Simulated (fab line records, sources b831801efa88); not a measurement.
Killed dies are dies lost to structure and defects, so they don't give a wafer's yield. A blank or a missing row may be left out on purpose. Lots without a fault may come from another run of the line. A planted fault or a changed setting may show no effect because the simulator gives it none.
Problem report in the 8D (eight disciplines) form, filled by code | flow gf180mcu | the parts of the form that need people (team, actions taken, sign-off) are left out

1. THE PROBLEM
spin_speed_rpm at GF_HV_LDD_COAT_02 reads a mean of 3468.1 rpm on 6 wafers of 2 lots; wafers without a fault read 2999.8 rpm with a standard deviation of 2.1. That is +99 or more standard deviations from the usual mean.
The step: resist thk 1000 nm.
First seen on wafer L795.3, day 13 10:50, on litho_track-01. The record holds 38 wafers of 13 lots with a number at this step. Rule for "out", or "out of limits": more than 4 standard deviations from the usual mean. The other wafers with a number count as sound.

2. WHAT IT IS AND WHAT IT IS NOT
question                    | is                     | is not
which readings at this step | spin_speed_rpm         | -
which lots                  | L795, L796             | L783, L784, L786, L789, L794, L797, L799, L800, L801, L804, L805
which wafers of those lots  | all that have a number | -
read on which tools         | litho_track-01         | litho_track-02, litho_track-04
when                        | from day 13 10:50      | up to then (14 sound wafers); but 18 sound wafers of L797, L799, L800, L801, L804, L805 came after

3. SUSPECTS, AND WHAT RULES EACH OUT
Counting: a tool at a process step up to the reading stays a suspect if it ran every lot that is out and no sound lot after the first of them.
- litho_track-01 at GF_HV_LDD_COAT_02 (resist thk 1000 nm): kept. It ran every lot that is out, first L795 (day 13 10:50), and no sound lot after that; its last sound lot up to then is L794 (day 13 01:59). Its own readings are out on those wafers: spin_speed_rpm.
Left after counting: litho_track-01 at GF_HV_LDD_COAT_02.

4. THE CAUSE (what the simulator had put in)
Process parameter drift: litho_track-01, from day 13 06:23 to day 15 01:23, at GF_HV_LDD_COAT_02. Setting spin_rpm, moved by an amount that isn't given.
Counting left only this tool.

5. THE CHAIN OF EFFECTS, in route order
Each row: a reading whose mean over the struck wafers that have a number lies more than 3 standard deviations from the usual. Only readings for which the record gives a usual standard deviation are gone through. hours: the time from each lot's start at the first step in this table that gives one to its start at this step, as a median over the lots. sigmas: the change in usual standard deviations.
hours | step               | reading                  | usual      | on struck wafers | change | sigmas
0     | GF_HV_LDD_COAT_02  | spin_speed_rpm           | 2999.8 rpm | 3468.1           | +468.2 | +99 or more
11    | GF_HV_LDD_STRIP_10 | strip_time_to_endpoint_s | 12.64 s    | 11.84            | -0.80  | -25
The process steps in it:
- GF_HV_LDD_COAT_02: resist thk 1000 nm.
- GF_HV_LDD_STRIP_10: strips in O2/N2.

6. WHAT WOULD HAVE CAUGHT IT SOONER
In this record the first reading out of limits was taken at day 13 10:50, 4 hours after the fault began at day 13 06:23.
